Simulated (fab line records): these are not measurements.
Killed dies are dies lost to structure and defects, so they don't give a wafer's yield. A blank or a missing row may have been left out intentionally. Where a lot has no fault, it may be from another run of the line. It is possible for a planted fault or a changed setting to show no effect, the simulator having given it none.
Chamber matching | flow gf180mcu | cmp-02 running GF_V2_CMP_04: 4 sister chambers
The step polishes SiO2. 4 wafers are shown with their chamber, then 12 later ones without.

== WAFERS PAIRED WITH THEIR CHAMBERS ==
wafer  | chamber | motor_current_A (A)
L086.2 | 1       | 11.4
L086.6 | 0       | 11.8
L088.1 | 3       | 12.6
L088.6 | 2       | 9.9

== WAFERS WHOSE CHAMBER IS MISSING ==
wafer  | motor_current_A (A)
L089.4 | 12.6
L089.5 | 11.4
L089.6 | 11.8
L092.2 | 9.8
L092.5 | 13.0
L092.6 | 11.9
L095.1 | 11.8
L095.2 | 13.4
L095.6 | 11.8
L097.2 | 10.3
L097.4 | 11.1
L097.6 | 10.8

== WHICH CHAMBER EACH ONE RAN IN ==
wafer  | from the rows above          | in truth
L089.4 | 3                            | 3
L089.5 | can't be placed: 1 or 0      | 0
L089.6 | can't be placed: 0 or 1      | 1
L092.2 | 2                            | 2
L092.5 | 3                            | 3
L092.6 | can't be placed: 0 or 1 or 3 | 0
L095.1 | can't be placed: 0 or 1      | 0
L095.2 | 3                            | 3
L095.6 | can't be placed: 0 or 1      | 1
L097.2 | 2                            | 2
L097.4 | can't be placed: 1 or 0      | 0
L097.6 | can't be placed: 1 or 2 or 0 | 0
Correctly placed: 5 of 12. Not placeable from these rows: 7 (in 7, the candidates include the true chamber). Wrongly placed: 0.
How it was worked out, from the rows above alone: a wafer's distance from a chamber is the root of the sum, over the readings, of the square of ((its reading less the chamber's mean) divided by the reading's scatter). The wafer belongs to the nearest chamber; if the next one is less than 2 further off, it can't be placed. A chamber's mean is the mean of its shown wafers. The scatter: root of mean squared gap, hidden wafer to nearest shown wafer, with one shown wafer a chamber.
